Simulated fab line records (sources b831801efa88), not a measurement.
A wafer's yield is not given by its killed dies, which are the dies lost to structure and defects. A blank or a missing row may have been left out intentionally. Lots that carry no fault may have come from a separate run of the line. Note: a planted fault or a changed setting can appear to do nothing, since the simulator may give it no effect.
2 desks, one fault | flow gf180mcu | every desk sees just its own numbers, and what lay behind them comes last

## TOOL OWNER'S DESK, lithoTrack-03
The tool's own readings at GF_HV_LDD_COAT_02 (resist thk 1000 nm): means of the sampled wafers that have a number, for each lot that ran on this tool. Marked OUT: a lot whose mean sits more than 4 standard deviations from the usual mean, which makes it out of limits; the brackets give that distance.
Columns: A = spinSpeedRpm at GF_HV_LDD_COAT_02, usual 3000.6 rpm
lot  | first seen here | A
L600 | day 10 15:42    | 3001.5
L605 | day 12 02:10    | 3000.6
L614 | day 15 05:27    | 2942.9 (-29) OUT
L615 | day 15 16:33    | 2943.5 (-29) OUT
L616 | day 15 22:30    | 2943.3 (-29) OUT
Finding of this desk: L614, L615, L616 out of limits; the first was L614 at day 15 05:27, on spinSpeedRpm at GF_HV_LDD_COAT_02. In limits: L600, L605.

## AT THE METROLOGY DESK
Means of the sampled wafers that have a number, per lot and without regard to the tool the lot ran on: this is what the gauges read. Marked OUT: a lot whose mean sits more than 4 standard deviations from the usual mean, which makes it out of limits; the brackets give that distance.
Columns: A = cdNm at GF_POLY_GATE_CD_MEAS_10, usual 279.6 nm; B = POLY_GATE_OVL at GF_POLY_GATE_OVL_MEAS_11, usual -3 nm; C = POLY_GATE_OXIDATION_THK at GF_POLY_GATE_THK_MEAS_17, usual 4.01 nm; D = cdNm at GF_POLY_GATE_CD_MEAS_18, usual 280.0 nm; E = cdNm at GF_HV_LDD_CD_MEAS_07, usual 401.2 nm
lot  | first seen here | A     | B   | C    | D     | E
L600 | day 10 04:17    | 277.9 | 9   | 4.02 | 278.4 | 402.3
L601 | day 10 11:02    | 278.3 | 0   | 4.03 | 277.9 | 402.1
L602 | day 10 20:52    | 278.4 | 1   | 4.03 | 279.4 | 405.6
L605 | day 11 15:07    | 278.4 | -14 | 4.04 | 278.6 | 399.7
L614 | day 14 15:05    | 278.7 | 2   | 4.12 | 278.5 | 397.5
L615 | day 15 03:19    | 280.8 | 0   | 4.11 | 282.8 | 398.2
L616 | day 15 10:26    | 279.7 | -10 | 3.98 | 280.1 | 400.5
Finding of this desk: none of the 7 lots has anything out of limits.

## ALL TOGETHER
At day 15 05:27, on L614, L615, L616, the tool owner's desk was in a position to raise an alarm.
At the metrology desk, nothing out of limits was observed.
The metrology desk holds a record of L614, L615, L616, inside its limits.
GF_HV_LDD_COAT_02 was run on lithoTrack-03 by each of the lots named.

## WHAT HAD BEEN PUT IN BY THE SIMULATOR
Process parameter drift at GF_HV_LDD_COAT_02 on lithoTrack-03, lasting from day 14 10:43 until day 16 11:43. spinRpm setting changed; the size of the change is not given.
Shown lots that were struck: L614, L615, L616.
Each desk's first reading out of limits, in hours after the fault started: the tool owner's desk, 19.
